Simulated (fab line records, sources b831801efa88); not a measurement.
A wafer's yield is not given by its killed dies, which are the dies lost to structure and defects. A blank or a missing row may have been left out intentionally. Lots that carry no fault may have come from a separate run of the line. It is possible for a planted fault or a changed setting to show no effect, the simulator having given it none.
Which tool did it? ; flow sky130 ; 12 lots with 36 wafers sampled at 5 steps, on a route of 708 steps

WHAT THE GAUGES SHOWED, per wafer
The record lacks any reading of a measuring or inspecting step that a usual standard deviation could be used to judge.

EACH LOT AND THE TOOL THAT RAN IT (in order: tool; ch and the chambers of the sampled wafers; start)
lot;SKY_LI_CONTACT_SPUTTER_20;SKY_LOCAL_INTERCONNECT_ETCH_13;SKY_CONTACT_CVD_00;SKY_CONTACT_CMP_04;SKY_PAD_OPEN_PROBE_99
L879;pvd-sputter-02, day 29 04:10;rie-metal-03 ch 0, day 30 09:01;pecvd-03 ch 0,1,2, day 30 09:50;cmp-01 ch 1,2,3, day 30 10:03;prober-01, day 45 20:08
L880;pvd-sputter-04, day 29 20:19;rie-metal-02 ch 0,1, day 31 01:32;pecvd-02 ch 0,1, day 31 02:14;cmp-01 ch 1,2,3, day 31 02:34;prober-02, day 46 05:51
L883;pvd-sputter-03, day 30 20:17;rie-metal-03 ch 0, day 32 00:56;pecvd-03 ch 0,1, day 32 01:45;cmp-01 ch 0,2,3, day 32 02:01;prober-01, day 47 00:44
L885;pvd-sputter-04, day 31 04:20;rie-metal-02 ch 1, day 32 08:46;pecvd-02 ch 0,1, day 32 09:29;cmp-01 ch 0,1, day 32 09:42;prober-01, day 47 07:01
L887;pvd-sputter-02, day 32 19:08;rie-metal-01 ch 0,1, day 33 22:50;pecvd-04 ch 0,1, day 33 23:34;cmp-02 ch 1,3, day 33 23:51;prober-02, day 48 11:06
L893;pvd-sputter-03, day 34 07:14;rie-metal-02 ch 0,1, day 35 11:26;pecvd-02 ch 0,2, day 35 12:10;cmp-02 ch 0,1,3, day 35 12:28;prober-02, day 49 13:39
L895;pvd-sputter-02, day 34 19:19;rie-metal-01 ch 0,1, day 35 23:13;pecvd-04 ch 1,2, day 35 23:56;cmp-02 ch 0,2,3, day 36 00:13;prober-01, day 49 18:20
L897;pvd-sputter-02, day 35 02:47;rie-metal-03 ch 0,1, day 36 05:38;pecvd-04 ch 0,1, day 36 06:21;cmp-02 ch 0,2, day 36 06:37;prober-02, day 50 01:00
L898;pvd-sputter-04, day 35 07:24;rie-metal-01 ch 0,1, day 36 10:44;pecvd-03 ch 0,2, day 36 11:30;cmp-01 ch 0,2,3, day 36 11:43;prober-01, day 50 04:27
L899;pvd-sputter-02, day 35 14:50;rie-metal-01 ch 0, day 36 17:23;pecvd-02 ch 0,1, day 36 18:17;cmp-02 ch 0,1,2, day 36 18:37;prober-02, day 50 09:29
L900;pvd-sputter-02, day 36 03:34;rie-metal-03 ch 0,1, day 37 06:01;pecvd-03 ch 0,2, day 37 06:44;cmp-02 ch 0,2,3, day 37 06:58;prober-01, day 50 14:20
L901;pvd-sputter-04, day 36 05:49;rie-metal-01 ch 0,1, day 37 08:04;pecvd-03 ch 0,2, day 37 08:47;cmp-01 ch 1,2, day 37 09:01;prober-02, day 50 15:25
- SKY_LI_CONTACT_SPUTTER_20: material TiN, target thk 20 nm, time 80 s.
- SKY_LOCAL_INTERCONNECT_ETCH_13: etches BARC in N2/H2, stops on SiO2, time 45.9 s, target depth 60 nm.
- SKY_CONTACT_CVD_00: deposits Si3N4, target thk 75 nm.
- SKY_CONTACT_CMP_04: polishes SiO2.
- SKY_PAD_OPEN_PROBE_99

AS READ BY THE TOOLS THEMSELVES (means over the sampled wafers that have a number; for cases with no such wafer, the mark the record gives instead)
SKY_LI_CONTACT_SPUTTER_20. Usual: 29.7 % for throttle-valve-pct, sd 0.96.
lot;tool;throttle-valve-pct (%);flag
L879;pvd-sputter-02;29.5;
L880;pvd-sputter-04;28.6;
L883;pvd-sputter-03;29.8;
L885;pvd-sputter-04;29.9;
L887;pvd-sputter-02;29.8;
L893;pvd-sputter-03;29.7;
L895;pvd-sputter-02;29.6;
L897;pvd-sputter-02;29.5;
L898;pvd-sputter-04;29.2;
L899;pvd-sputter-02;29.8;
L900;pvd-sputter-02;29.7;
L901;pvd-sputter-04;29.7;

SKY_LOCAL_INTERCONNECT_ETCH_13. Usual: chamber-pressure-mTorr 30.00 mTorr, standard deviation 0.031; drypump-motor-current-A 6.15 A, standard deviation 0.22; he-backside-leak-sccm 3.36 sccm, standard deviation 0.17; n2-flow-sccm 99.98 sccm, standard deviation 0.29; oes-product-au 0.855 a.u., standard deviation 0.0047; throttle-valve-pct 13.225 %, standard deviation 0.0092.
lot;tool;chamber-pressure-mTorr (mTorr);drypump-motor-current-A (A);he-backside-leak-sccm (sccm);n2-flow-sccm (sccm);oes-product-au (a.u.);throttle-valve-pct (%);flag
L879;rie-metal-03;29.99;6.01;3.17;100.07;0.860;13.220;
L880;rie-metal-02;30.00;6.25;3.31;100.03;0.853;13.223;
L883;rie-metal-03;29.99;6.02;3.34;100.03;0.858;13.227;
L885;rie-metal-02;30.01;6.08;3.32;99.93;0.852;13.231;
L887;rie-metal-01;29.99;6.20;3.63;99.96;0.860;13.229;
L893;rie-metal-02;29.99;6.39;3.37;99.81;0.857;13.227;
L895;rie-metal-01;30.00;6.22;3.38;100.03;0.856;13.227;
L897;rie-metal-03;30.02;5.78;3.37;99.89;0.856;13.221;
L898;rie-metal-01;30.00;6.24;3.64;99.96;0.854;13.226;
L899;rie-metal-01;30.01;6.28;3.53;99.88;0.854;13.229;
L900;rie-metal-03;30.00;5.84;3.31;99.95;0.854;13.224;
L901;rie-metal-01;29.98;6.15;3.20;99.74;0.851;13.224;

SKY_CONTACT_CVD_00. Usual: 762 W for heater-power-w, sd 130.
lot;tool;heater-power-w (W);flag
L879;pecvd-03;694;
L880;pecvd-02;816;
L883;pecvd-03;679;
L885;pecvd-02;768;
L887;pecvd-04;663;
L893;pecvd-02;826;
L895;pecvd-04;712;
L897;pecvd-04;649;
L898;pecvd-03;857;
L899;pecvd-02;806;
L900;pecvd-03;798;
L901;pecvd-03;816;

SKY_CONTACT_CMP_04. Usual: head-pressure-psi 3.999 psi, standard deviation 0.0082; motor-current-A 12.6 A, standard deviation 1.8; time-to-endpoint-s 81 s, standard deviation 4.1.
lot;tool;head-pressure-psi (psi);motor-current-A (A);time-to-endpoint-s (s);flag
L879;cmp-01;3.998;12.6;80;
L880;cmp-01;4.002;12.2;79;
L883;cmp-01;3.992;12.1;84;
L885;cmp-01;3.808;12.8;86;OFF
L887;cmp-02;3.994;12.8;85;
L893;cmp-02;4.004;12.5;81;
L895;cmp-02;3.993;12.8;78;
L897;cmp-02;4.004;11.7;77;
L898;cmp-01;4.013;11.8;83;
L899;cmp-02;3.997;11.7;78;
L900;cmp-02;4.002;13.1;80;
L901;cmp-01;3.993;14.5;83;

SKY_PAD_OPEN_PROBE_99. Usual: killed_at_M0_to_M3 43, standard deviation 6.4; killed_at_M4_up 2.9, standard deviation 1.7; killed-at-contacts 24, standard deviation 5; killed-at-front-end 15, standard deviation 4; killed-at-other 0.4, standard deviation 0.62; killed-dies 86, standard deviation 9.3; killed-on-rim 17, standard deviation 3.5; killed-open 47, standard deviation 6.8; killed-short 38, standard deviation 5.8.
lot;tool;killed_at_M0_to_M3;killed_at_M4_up;killed-at-contacts;killed-at-front-end;killed-at-other;killed-dies;killed-on-rim;killed-open;killed-short;flag
L879;prober-01;37;1.3;22;17;0.3;77;15;41;35;
L880;prober-02;41;2.0;30;12;0.0;85;17;44;40;
L883;prober-01;44;2.0;23;16;0.3;85;18;44;41;
L885;prober-01;46;2.3;21;15;1.3;86;14;45;41;
L887;prober-02;43;1.3;26;14;0.3;85;16;50;34;
L893;prober-02;40;1.3;23;19;0.0;83;19;46;37;
L895;prober-01;39;6.0;24;15;0.3;84;18;42;42;
L897;prober-02;46;1.7;28;16;0.3;92;15;49;44;
L898;prober-01;49;2.0;29;18;0.3;99;17;58;40;
L899;prober-02;35;2.0;24;18;0.3;79;14;45;33;
L900;prober-01;48;3.0;26;13;0.0;90;18;47;42;
L901;prober-02;45;2.7;26;17;0.7;91;19;48;42;

THE ANSWER, worked out from the rows above alone
Rule: take the mean of a lot's wafers that have a number; if it is more than 3 standard deviations from the usual mean, the lot is off. Also off: a lot with no number at a reading for which 4 or more lots have one. The other lots that the step has rows for count as sound. First the gauges in route order, then the tools' own readings, where a lot's mean is used as printed above. At the first step where some lot is off, the reading lying furthest off is the one used; lots without a number count as furthest.
Off: L885 (SKY_CONTACT_CMP_04, head-pressure-psi).
If a tool, at that step or one of the process steps before it, ran each lot that is off and ran no sound lot following the first of them, it fits. None of those tried fits.

WHAT THE SIMULATOR HAD PUT IN
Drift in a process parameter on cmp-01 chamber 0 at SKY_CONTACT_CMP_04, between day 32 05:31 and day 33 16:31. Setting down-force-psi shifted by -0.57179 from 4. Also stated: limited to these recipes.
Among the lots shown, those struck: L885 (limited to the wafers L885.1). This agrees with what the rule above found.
